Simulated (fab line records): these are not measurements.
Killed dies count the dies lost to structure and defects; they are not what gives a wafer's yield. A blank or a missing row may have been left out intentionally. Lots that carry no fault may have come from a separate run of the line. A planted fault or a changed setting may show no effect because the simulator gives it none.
Matching of chambers ; flow sfq_line ; SFQ_TRILAYER_I7_CMP_CMP_184 on cmp-01 has 4 sister chambers
The step polishes SiO2. 4 wafers are shown with their chamber, then 8 later ones without.

## WAFERS PAIRED WITH THEIR CHAMBERS
wafer;chamber;motor_current_A (A)
L162.1;1;9.4
L162.3;2;10.2
L162.4;0;10.5
L164.1;3;8.9

## WAFERS WHOSE CHAMBER IS MISSING
wafer;motor_current_A (A)
L164.4;10.5
L164.6;9.5
L166.1;9.7
L166.2;10.5
L166.3;9.9
L167.3;11.2
L167.2;10.7
L167.6;11.1

## CHAMBER TAKEN BY EACH
wafer;from the rows above;in truth
L164.4;can't be placed: 0 or 2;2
L164.6;can't be placed: 1 or 3 or 2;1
L166.1;can't be placed: 1 or 2 or 3 or 0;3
L166.2;can't be placed: 0 or 2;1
L166.3;can't be placed: 2 or 1 or 0 or 3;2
L167.3;can't be placed: 0 or 2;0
L167.2;can't be placed: 0 or 2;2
L167.6;can't be placed: 0 or 2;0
Placed correctly: 0 of 8. These rows do not allow placing 8 (true chamber among the candidates in 7). Wrongly placed: 0.
How it was worked out, from the rows above alone: a wafer's distance from a chamber is the root of the sum, over the readings, of the square of ((its reading less the chamber's mean) divided by the reading's scatter). If the next closest chamber is less than 2 further off than the closest, the wafer can't be placed; otherwise it belongs to the closest. Each chamber's mean is taken over the wafers shown for it. The scatter (one wafer shown for each chamber): square how far every hidden wafer sits from the nearest shown wafer, average those squares and take the square root.
